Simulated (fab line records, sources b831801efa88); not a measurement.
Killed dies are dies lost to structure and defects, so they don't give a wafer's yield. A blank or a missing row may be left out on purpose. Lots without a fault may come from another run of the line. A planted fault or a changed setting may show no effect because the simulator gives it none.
A sampling plan put to the test | flow sky130 | one fab line, 58 faults that these records tell of, each judged on the records of the lots that it struck
The plan is the line's own looks: the steps of the route at which a gauge or an inspection reads the wafer and doesn't change it. A look can be judged if struck wafers have a number there and the file gives its usual mean and standard deviation on fault-free wafers. Caught: at a look after the fault's first step, the mean of the struck wafers lies 4 or more of those standard deviations (sigma) from the usual mean. On the tool: the same test on the tool's own readings at the fault's steps. Another recipe on the struck wafers, or a record that is blank for them alone, also counts as caught.

THE FAULTS, as the simulator had put them in
1. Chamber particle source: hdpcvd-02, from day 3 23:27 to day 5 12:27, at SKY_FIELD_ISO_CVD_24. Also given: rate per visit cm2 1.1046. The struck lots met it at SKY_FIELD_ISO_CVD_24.
2. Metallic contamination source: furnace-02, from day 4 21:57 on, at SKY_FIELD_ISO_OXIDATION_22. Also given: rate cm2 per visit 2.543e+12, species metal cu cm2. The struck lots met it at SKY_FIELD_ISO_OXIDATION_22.
3. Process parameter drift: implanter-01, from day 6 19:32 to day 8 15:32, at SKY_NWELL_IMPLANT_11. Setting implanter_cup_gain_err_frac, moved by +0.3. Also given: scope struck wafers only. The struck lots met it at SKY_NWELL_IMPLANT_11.
4. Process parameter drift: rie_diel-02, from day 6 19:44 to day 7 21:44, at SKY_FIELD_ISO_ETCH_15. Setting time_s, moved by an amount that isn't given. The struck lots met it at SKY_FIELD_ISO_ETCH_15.
5. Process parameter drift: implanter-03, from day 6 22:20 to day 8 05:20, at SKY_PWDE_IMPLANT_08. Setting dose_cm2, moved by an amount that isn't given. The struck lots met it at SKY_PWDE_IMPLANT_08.
6. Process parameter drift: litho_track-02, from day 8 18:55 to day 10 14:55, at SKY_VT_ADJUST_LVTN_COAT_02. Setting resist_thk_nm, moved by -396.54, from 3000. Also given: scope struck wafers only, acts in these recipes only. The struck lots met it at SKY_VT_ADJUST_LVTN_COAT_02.
7. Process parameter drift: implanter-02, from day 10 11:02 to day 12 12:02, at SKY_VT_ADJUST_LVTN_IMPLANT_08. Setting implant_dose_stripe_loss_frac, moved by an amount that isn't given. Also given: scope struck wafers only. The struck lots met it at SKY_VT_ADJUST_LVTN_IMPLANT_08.
8. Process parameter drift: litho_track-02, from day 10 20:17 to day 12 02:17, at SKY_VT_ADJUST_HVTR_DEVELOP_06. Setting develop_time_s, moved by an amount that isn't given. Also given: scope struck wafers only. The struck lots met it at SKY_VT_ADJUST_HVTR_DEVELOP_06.
9. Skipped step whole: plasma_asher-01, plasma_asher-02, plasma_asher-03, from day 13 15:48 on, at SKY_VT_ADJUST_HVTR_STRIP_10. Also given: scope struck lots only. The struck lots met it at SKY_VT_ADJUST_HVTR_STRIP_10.
10. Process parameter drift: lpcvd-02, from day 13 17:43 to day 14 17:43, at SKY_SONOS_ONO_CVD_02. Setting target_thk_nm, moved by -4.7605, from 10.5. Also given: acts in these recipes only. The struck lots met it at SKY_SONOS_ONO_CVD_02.
11. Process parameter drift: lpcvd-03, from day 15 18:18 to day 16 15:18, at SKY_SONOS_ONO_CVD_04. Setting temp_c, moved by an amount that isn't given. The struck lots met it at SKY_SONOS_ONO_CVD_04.
12. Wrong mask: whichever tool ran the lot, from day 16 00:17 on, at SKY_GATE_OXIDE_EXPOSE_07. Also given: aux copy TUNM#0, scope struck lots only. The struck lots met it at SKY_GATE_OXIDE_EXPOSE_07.
13. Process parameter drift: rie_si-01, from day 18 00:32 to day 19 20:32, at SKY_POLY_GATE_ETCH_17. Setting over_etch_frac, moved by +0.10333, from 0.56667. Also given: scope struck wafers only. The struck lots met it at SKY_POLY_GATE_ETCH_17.
14. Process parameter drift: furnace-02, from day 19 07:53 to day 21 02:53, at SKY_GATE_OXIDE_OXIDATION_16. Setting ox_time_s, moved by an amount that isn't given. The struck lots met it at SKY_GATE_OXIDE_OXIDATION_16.
15. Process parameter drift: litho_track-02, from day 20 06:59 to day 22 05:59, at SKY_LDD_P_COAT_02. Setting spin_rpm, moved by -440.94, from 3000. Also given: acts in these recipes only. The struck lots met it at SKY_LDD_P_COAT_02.
16. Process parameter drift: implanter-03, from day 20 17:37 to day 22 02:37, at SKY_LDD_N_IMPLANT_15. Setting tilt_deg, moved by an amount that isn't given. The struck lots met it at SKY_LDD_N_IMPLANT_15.
17. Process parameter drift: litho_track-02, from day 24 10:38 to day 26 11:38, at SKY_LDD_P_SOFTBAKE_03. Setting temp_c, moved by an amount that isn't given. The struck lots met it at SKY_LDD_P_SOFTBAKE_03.
18. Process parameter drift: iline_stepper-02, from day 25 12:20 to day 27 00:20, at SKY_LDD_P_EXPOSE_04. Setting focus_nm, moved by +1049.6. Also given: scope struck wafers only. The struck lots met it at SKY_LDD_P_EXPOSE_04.
19. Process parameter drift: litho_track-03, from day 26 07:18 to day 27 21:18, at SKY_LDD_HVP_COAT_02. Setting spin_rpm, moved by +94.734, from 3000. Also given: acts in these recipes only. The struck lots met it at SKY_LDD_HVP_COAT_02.
20. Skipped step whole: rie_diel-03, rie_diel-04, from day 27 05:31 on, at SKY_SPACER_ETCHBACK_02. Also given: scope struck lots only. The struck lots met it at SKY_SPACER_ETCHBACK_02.
21. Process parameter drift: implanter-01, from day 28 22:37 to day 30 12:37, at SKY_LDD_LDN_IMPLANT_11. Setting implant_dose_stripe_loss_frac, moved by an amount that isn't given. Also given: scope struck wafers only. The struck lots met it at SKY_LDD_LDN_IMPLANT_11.
22. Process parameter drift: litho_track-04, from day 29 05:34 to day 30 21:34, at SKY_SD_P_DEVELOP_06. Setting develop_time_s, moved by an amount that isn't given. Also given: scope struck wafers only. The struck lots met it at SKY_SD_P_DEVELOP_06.
23. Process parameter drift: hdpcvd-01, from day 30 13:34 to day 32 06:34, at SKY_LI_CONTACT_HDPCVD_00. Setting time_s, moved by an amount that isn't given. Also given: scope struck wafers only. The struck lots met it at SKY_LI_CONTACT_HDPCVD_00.
24. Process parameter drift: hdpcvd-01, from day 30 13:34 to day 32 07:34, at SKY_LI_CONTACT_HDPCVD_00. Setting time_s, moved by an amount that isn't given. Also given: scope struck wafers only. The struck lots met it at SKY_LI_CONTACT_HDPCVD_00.
25. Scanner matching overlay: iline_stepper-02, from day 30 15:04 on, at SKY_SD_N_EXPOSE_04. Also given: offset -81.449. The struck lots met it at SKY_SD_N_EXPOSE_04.
26. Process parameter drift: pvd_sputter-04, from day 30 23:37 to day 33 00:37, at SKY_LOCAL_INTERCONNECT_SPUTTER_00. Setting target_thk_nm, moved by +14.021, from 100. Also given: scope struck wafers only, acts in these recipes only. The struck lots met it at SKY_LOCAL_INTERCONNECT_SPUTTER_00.
27. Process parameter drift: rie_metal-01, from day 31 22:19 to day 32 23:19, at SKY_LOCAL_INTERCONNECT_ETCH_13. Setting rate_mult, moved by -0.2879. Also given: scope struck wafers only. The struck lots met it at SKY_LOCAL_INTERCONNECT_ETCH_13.
28. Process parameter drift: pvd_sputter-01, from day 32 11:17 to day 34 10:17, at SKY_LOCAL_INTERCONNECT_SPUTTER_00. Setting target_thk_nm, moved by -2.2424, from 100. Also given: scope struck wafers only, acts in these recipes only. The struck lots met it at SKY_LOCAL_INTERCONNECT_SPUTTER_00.
29. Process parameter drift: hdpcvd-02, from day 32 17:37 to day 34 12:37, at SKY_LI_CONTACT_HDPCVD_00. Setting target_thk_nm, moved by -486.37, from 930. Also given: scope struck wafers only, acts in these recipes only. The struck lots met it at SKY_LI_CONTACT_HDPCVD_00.
30. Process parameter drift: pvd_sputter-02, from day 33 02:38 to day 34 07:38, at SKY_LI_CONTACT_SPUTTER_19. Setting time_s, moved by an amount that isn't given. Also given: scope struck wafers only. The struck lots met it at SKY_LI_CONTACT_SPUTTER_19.
31. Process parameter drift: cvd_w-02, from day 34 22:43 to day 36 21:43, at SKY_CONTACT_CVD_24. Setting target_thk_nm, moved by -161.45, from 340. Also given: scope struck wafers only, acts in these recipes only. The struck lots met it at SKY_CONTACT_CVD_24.
32. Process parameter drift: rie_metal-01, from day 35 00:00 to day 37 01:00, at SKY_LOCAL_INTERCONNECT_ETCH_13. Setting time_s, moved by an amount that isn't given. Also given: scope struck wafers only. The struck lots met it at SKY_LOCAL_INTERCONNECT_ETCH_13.
33. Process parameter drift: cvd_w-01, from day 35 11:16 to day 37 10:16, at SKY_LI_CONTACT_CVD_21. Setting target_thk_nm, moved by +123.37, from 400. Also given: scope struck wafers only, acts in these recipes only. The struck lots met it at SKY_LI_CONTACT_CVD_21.
34. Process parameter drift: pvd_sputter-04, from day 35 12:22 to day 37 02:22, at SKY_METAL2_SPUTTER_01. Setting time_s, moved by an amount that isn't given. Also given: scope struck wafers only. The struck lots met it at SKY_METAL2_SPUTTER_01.
35. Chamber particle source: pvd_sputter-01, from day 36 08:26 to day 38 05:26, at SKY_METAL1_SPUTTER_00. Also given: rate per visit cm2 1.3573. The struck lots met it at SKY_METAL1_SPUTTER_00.
36. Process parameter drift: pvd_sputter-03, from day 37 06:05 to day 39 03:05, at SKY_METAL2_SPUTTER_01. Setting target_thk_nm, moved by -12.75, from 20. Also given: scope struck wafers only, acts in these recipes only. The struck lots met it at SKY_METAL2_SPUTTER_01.
37. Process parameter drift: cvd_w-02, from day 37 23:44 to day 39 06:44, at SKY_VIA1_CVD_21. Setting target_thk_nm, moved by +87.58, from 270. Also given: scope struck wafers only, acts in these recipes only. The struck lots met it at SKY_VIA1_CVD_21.
38. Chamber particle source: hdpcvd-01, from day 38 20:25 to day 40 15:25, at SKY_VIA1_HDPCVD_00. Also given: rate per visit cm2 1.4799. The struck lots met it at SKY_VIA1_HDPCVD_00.
39. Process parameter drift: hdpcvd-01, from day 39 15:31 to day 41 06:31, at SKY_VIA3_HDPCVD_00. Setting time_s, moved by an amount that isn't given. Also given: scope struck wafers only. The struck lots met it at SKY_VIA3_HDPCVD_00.
40. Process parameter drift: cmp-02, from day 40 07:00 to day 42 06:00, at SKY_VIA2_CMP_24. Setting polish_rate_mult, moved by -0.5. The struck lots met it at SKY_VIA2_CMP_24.
41. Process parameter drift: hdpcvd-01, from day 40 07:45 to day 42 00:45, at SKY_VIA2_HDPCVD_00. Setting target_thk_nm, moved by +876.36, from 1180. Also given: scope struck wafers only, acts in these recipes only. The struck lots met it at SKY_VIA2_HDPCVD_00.
42. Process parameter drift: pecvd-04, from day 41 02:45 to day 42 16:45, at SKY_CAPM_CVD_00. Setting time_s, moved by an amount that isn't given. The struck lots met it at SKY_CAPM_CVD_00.
43. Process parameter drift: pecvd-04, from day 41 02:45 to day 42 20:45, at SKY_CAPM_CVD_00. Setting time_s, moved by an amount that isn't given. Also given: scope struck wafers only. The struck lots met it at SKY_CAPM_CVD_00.
44. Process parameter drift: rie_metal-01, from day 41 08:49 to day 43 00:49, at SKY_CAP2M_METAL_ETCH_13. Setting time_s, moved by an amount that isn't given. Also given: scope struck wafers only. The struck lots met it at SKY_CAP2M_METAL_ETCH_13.
45. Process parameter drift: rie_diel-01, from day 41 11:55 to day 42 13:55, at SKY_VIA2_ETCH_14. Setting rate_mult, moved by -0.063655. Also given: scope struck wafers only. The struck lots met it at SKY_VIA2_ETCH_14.
46. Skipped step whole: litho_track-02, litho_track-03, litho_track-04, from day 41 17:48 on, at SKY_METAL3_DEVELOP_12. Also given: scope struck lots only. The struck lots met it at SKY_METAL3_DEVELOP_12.
47. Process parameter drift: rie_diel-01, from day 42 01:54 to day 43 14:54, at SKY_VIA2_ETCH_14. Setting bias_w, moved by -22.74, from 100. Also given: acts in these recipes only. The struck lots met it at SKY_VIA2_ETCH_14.
48. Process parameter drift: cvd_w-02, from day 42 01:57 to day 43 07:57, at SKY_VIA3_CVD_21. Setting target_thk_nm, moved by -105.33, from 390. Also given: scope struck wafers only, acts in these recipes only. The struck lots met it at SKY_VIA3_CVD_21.
49. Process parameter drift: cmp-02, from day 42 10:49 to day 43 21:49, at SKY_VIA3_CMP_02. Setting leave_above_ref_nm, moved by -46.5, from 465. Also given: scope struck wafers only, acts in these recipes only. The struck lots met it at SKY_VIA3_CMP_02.
50. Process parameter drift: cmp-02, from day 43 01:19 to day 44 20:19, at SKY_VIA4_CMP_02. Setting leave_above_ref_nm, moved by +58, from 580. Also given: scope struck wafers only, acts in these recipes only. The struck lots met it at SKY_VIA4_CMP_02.
51. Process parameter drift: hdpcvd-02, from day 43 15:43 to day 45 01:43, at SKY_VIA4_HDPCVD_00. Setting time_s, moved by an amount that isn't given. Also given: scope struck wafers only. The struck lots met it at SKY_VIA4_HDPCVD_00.
52. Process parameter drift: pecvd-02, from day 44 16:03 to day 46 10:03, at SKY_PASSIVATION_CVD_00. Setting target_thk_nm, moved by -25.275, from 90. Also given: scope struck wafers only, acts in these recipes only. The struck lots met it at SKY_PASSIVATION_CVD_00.
53. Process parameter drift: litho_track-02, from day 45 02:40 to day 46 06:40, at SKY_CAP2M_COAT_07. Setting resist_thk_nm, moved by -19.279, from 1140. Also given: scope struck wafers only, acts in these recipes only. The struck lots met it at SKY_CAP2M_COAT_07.
54. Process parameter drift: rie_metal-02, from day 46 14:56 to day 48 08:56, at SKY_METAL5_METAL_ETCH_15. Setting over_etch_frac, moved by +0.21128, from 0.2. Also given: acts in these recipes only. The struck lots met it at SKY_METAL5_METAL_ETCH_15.
55. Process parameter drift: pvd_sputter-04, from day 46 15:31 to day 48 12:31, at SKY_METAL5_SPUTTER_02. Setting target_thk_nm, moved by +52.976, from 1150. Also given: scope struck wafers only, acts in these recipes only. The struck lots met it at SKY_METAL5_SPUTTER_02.
56. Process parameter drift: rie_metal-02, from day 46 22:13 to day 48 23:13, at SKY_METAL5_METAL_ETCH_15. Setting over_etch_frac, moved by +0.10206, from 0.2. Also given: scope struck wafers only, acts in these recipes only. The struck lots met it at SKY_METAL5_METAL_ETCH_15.
57. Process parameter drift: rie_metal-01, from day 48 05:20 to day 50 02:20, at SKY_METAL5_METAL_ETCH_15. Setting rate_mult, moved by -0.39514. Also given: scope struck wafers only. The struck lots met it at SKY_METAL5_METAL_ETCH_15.
58. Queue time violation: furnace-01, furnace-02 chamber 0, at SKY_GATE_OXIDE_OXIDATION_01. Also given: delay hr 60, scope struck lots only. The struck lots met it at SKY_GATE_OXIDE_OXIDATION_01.

WHAT THE PLAN SAW
fault | on the tool itself                               | first look that catches it                      | reading, sigma                                                       | median hours from its first step to that look | hours from the fault's start to the first struck lot there | judged looks passed uncaught
1     | under 2 sigma                                    | none of the 2 looks that can be judged after it | -                                                                    | -                                             | -                                                          | 2
2     | under 2 sigma                                    | none of the 5 looks that can be judged after it | -                                                                    | -                                             | -                                                          | 5
3     | faraday_current_uA +14 sigma                     | SKY_NWELL_TW_MEAS_15                            | NWELL_TW -10                                                         | 4.6                                           | 10                                                         | 0
4     | run_length_s +10 sigma                           | none of the 3 looks that can be judged after it | -                                                                    | -                                             | -                                                          | 3
5     | dose_ions_cm2 +67 sigma                          | SKY_NWELL_RS_MEAS_31                            | PWDE_RS -13                                                          | 41.9                                          | 47                                                         | 0
6     | under 2 sigma                                    | no look after it can be judged                  | -                                                                    | -                                             | -                                                          | 0
7     | under 2 sigma                                    | SKY_VT_ADJUST_LVTN_TW_MEAS_10                   | VT_ADJUST_LVTN_TW -12                                                | 0.2                                           | 14                                                         | 0
8     | under 2 sigma                                    | SKY_VT_ADJUST_HVTR_TW_MEAS_11                   | VT_ADJUST_HVTR_TW -99 or beyond                                      | 0.5                                           | 4                                                          | 0
9     | the tool's record is blank for the struck wafers | SKY_VT_ADJUST_PCH_TW_MEAS_10                    | VT_ADJUST_PCH_TW -99 or beyond                                       | 26.8                                          | 32                                                         | 1
10    | under 2 sigma                                    | SKY_SONOS_ONO_THK_MEAS_03                       | SONOS_ONO_CVD_02_THK -36                                             | 1.1                                           | 6                                                          | 0
11    | susceptor_temp_C +31 sigma                       | SKY_SONOS_ONO_THK_MEAS_05                       | SONOS_ONO_CVD_04_THK +9.5                                            | 1.3                                           | 8                                                          | 0
12    | no reading that can be judged                    | SKY_GATE_OXIDE_TW_MEAS_14                       | GATE_OXIDE_TW -99 or beyond                                          | 14.5                                          | 19                                                         | 0
13    | oes_product_au -4.2 sigma                        | no look after it can be judged                  | -                                                                    | -                                             | -                                                          | 0
14    | under 2 sigma                                    | no look after it can be judged                  | -                                                                    | -                                             | -                                                          | 0
15    | spin_speed_rpm -99 or beyond sigma               | not the one look that can be judged after it    | strongest: cd_nm at SKY_LDD_P_CD_MEAS_07, -2.5                       | -                                             | -                                                          | 1
16    | tilt_deg -99 or beyond sigma                     | no look after it can be judged                  | -                                                                    | -                                             | -                                                          | 0
17    | heater_power_total_W +62 sigma                   | not the one look that can be judged after it    | -                                                                    | -                                             | -                                                          | 1
18    | no reading that can be judged                    | SKY_LDD_P_CD_MEAS_07                            | cd_nm -12                                                            | 14.1                                          | 20                                                         | 0
19    | spin_speed_rpm +47 sigma                         | not the one look that can be judged after it    | -                                                                    | -                                             | -                                                          | 1
20    | the tool's record is blank for the struck wafers | no look after it can be judged                  | -                                                                    | -                                             | -                                                          | 0
21    | no reading that can be judged                    | none of the 6 looks that can be judged after it | -                                                                    | -                                             | -                                                          | 6
22    | no reading that can be judged                    | none of the 9 looks that can be judged after it | strongest: cd_nm at SKY_SD_P_CD_MEAS_07, -2.9                        | -                                             | -                                                          | 9
23    | run_length_s +93 sigma                           | SKY_LI_CONTACT_THK_MEAS_01                      | LI_CONTACT_HDPCVD_THK +28                                            | 0.1                                           | 12                                                         | 0
24    | run_length_s -9.3 sigma                          | not the one look that can be judged after it    | strongest: LI_CONTACT_HDPCVD_THK at SKY_LI_CONTACT_THK_MEAS_01, -3.0 | -                                             | -                                                          | 1
25    | under 2 sigma                                    | SKY_SD_N_OVL_MEAS_08                            | SD_N_OVL -62                                                         | 13.6                                          | 18                                                         | 0
26    | under 2 sigma                                    | SKY_LOCAL_INTERCONNECT_RS_MEAS_01               | LOCAL_INTERCONNECT_TIN_RS -9.0                                       | 0.1                                           | 9                                                          | 0
27    | oes_product_au -8.5 sigma                        | not the one look that can be judged after it    | -                                                                    | -                                             | -                                                          | 1
28    | under 2 sigma                                    | none of the 4 looks that can be judged after it | -                                                                    | -                                             | -                                                          | 4
29    | no reading that can be judged                    | SKY_LI_CONTACT_THK_MEAS_01                      | LI_CONTACT_HDPCVD_THK -49                                            | 0.1                                           | 8                                                          | 0
30    | under 2 sigma                                    | no look after it can be judged                  | -                                                                    | -                                             | -                                                          | 0
31    | under 2 sigma                                    | SKY_CONTACT_RS_MEAS_25                          | CONTACT_W_RS +71                                                     | 0.1                                           | 9                                                          | 0
32    | run_length_s +31 sigma                           | no look after it can be judged                  | -                                                                    | -                                             | -                                                          | 0
33    | under 2 sigma                                    | SKY_LI_CONTACT_RS_MEAS_22                       | LI_CONTACT_W_RS -20                                                  | 0.1                                           | 2                                                          | 0
34    | under 2 sigma                                    | no look after it can be judged                  | -                                                                    | -                                             | -                                                          | 0
35    | under 2 sigma                                    | none of the 2 looks that can be judged after it | -                                                                    | -                                             | -                                                          | 2
36    | under 2 sigma                                    | not the one look that can be judged after it    | -                                                                    | -                                             | -                                                          | 1
37    | under 2 sigma                                    | SKY_VIA1_RS_MEAS_22                             | VIA1_W_RS -16                                                        | 0.1                                           | 10                                                         | 0
38    | under 2 sigma                                    | no look after it can be judged                  | -                                                                    | -                                             | -                                                          | 0
39    | run_length_s +42 sigma                           | SKY_VIA3_THK_MEAS_01                            | VIA3_HDPCVD_THK +5.4                                                 | 0.2                                           | 6                                                          | 0
40    | overpolish_run_s -99 or beyond sigma             | no look after it can be judged                  | -                                                                    | -                                             | -                                                          | 0
41    | under 2 sigma                                    | SKY_VIA2_THK_MEAS_01                            | VIA2_HDPCVD_THK +58                                                  | 0.1                                           | 16                                                         | 0
42    | under 2 sigma                                    | SKY_CAPM_THK_MEAS_01                            | CAPM_CVD_00_THK +5.8                                                 | 0.0                                           | 24                                                         | 0
43    | under 2 sigma                                    | none of the 6 looks that can be judged after it | -                                                                    | -                                             | -                                                          | 6
44    | run_length_s +5.5 sigma                          | no look after it can be judged                  | -                                                                    | -                                             | -                                                          | 0
45    | under 2 sigma                                    | no look after it can be judged                  | -                                                                    | -                                             | -                                                          | 0
46    | no reading that can be judged                    | no look after it can be judged                  | -                                                                    | -                                             | -                                                          | 0
47    | bias_w -76 sigma                                 | no look after it can be judged                  | -                                                                    | -                                             | -                                                          | 0
48    | under 2 sigma                                    | SKY_VIA3_RS_MEAS_22                             | VIA3_W_RS +33                                                        | 0.2                                           | 6                                                          | 0
49    | under 2 sigma                                    | not the one look that can be judged after it    | -                                                                    | -                                             | -                                                          | 1
50    | under 2 sigma                                    | no look after it can be judged                  | -                                                                    | -                                             | -                                                          | 0
51    | run_length_s +99 or beyond sigma                 | SKY_VIA4_THK_MEAS_01                            | VIA4_HDPCVD_THK +23                                                  | 0.1                                           | 4                                                          | 0
52    | under 2 sigma                                    | SKY_PASSIVATION_THK_MEAS_01                     | PASSIVATION_CVD_00_THK -17                                           | 0.0                                           | 10                                                         | 0
53    | no reading that can be judged                    | not the one look that can be judged after it    | -                                                                    | -                                             | -                                                          | 1
54    | oes_product_au -15 sigma                         | no look after it can be judged                  | -                                                                    | -                                             | -                                                          | 0
55    | under 2 sigma                                    | SKY_METAL5_RS_MEAS_05                           | METAL5_ALCU_RS -5.0                                                  | 0.1                                           | 2                                                          | 0
56    | oes_product_au -7.9 sigma                        | no look after it can be judged                  | -                                                                    | -                                             | -                                                          | 0
57    | oes_product_au -31 sigma                         | no look after it can be judged                  | -                                                                    | -                                             | -                                                          | 0
58    | under 2 sigma                                    | not the one look that can be judged after it    | -                                                                    | -                                             | -                                                          | 1
A dash: the fault isn't caught, or these records don't give the number.

Caught at a look: 23 of 58. Caught on the tool: 23 of 58. By one or the other: 39 of 58.
Caught on the tool alone: faults 4, 13, 15, 16, 17, 19, 20, 24, 27, 32, 40, 44, 47, 54, 56, 57.
Caught at a look alone: faults 7, 8, 10, 12, 18, 25, 26, 29, 31, 33, 37, 41, 42, 48, 52, 55.
Caught by neither: faults 1, 2, 6, 14, 21, 22, 28, 30, 34, 35, 36, 38, 43, 45, 46, 49, 50, 53, 58.

THINNER SAMPLING
If the look that catches a fault measured only every second or every third lot, by lot number, the first struck lot would be measured this late in the worst case:
fault | struck lots at that look, in order of time | every lot | every second lot | every third lot
3     | L263, L264                                 | 10 h      | 22 h             | may miss all 2
5     | L437, L438                                 | 47 h      | 53 h             | may miss all 2
7     | L862, L863                                 | 14 h      | 41 h             | may miss all 2
8     | L138, L139, L141                           | 4 h       | 11 h             | may miss all 3
9     | L273, L274, L275                           | 32 h      | 38 h             | 69 h
10    | L708, L709, L710                           | 6 h       | 6 h              | 14 h
11    | L232, L234, L235                           | 8 h       | 19 h             | may miss all 3
12    | L266                                       | 19 h      | may miss it      | may miss it
18    | L466, L468, L469                           | 20 h      | 39 h             | may miss all 3
23    | L474, L475, L476                           | 12 h      | 21 h             | 29 h
25    | L387, L389, L393                           | 18 h      | may miss all 3   | may miss all 3
26    | L425, L427, L430                           | 9 h       | 48 h             | may miss all 3
29    | L207, L208                                 | 8 h       | 40 h             | may miss all 2
31    | L739, L741, L742                           | 9 h       | 32 h             | may miss all 3
33    | L498, L501, L500                           | 2 h       | 5 h              | may miss all 3
37    | L665                                       | 10 h      | may miss it      | may miss it
39    | L877, L881, L880                           | 6 h       | 29 h             | may miss all 3
41    | L115                                       | 16 h      | may miss it      | may miss it
42    | L932, L933                                 | 24 h      | 36 h             | may miss all 2
48    | L119, L120                                 | 6 h       | 15 h             | may miss all 2
51    | L654                                       | 4 h       | may miss it      | may miss it
52    | L615, L618                                 | 10 h      | 29 h             | may miss all 2
55    | L770, L771, L777                           | 2 h       | 8 h              | may miss all 3
Hours are from the fault's start to the first struck lot that is measured. The limit of 4 sigma was tested on all struck wafers together, so one lot alone may lie under it. Other struck lots may not be in these records.

THE LONGEST TIMED WAY FROM STEP TO LOOK
Fault 5: a median of 41.9 hours passes between SKY_PWDE_IMPLANT_08 and SKY_NWELL_RS_MEAS_31. No look between them can be judged.
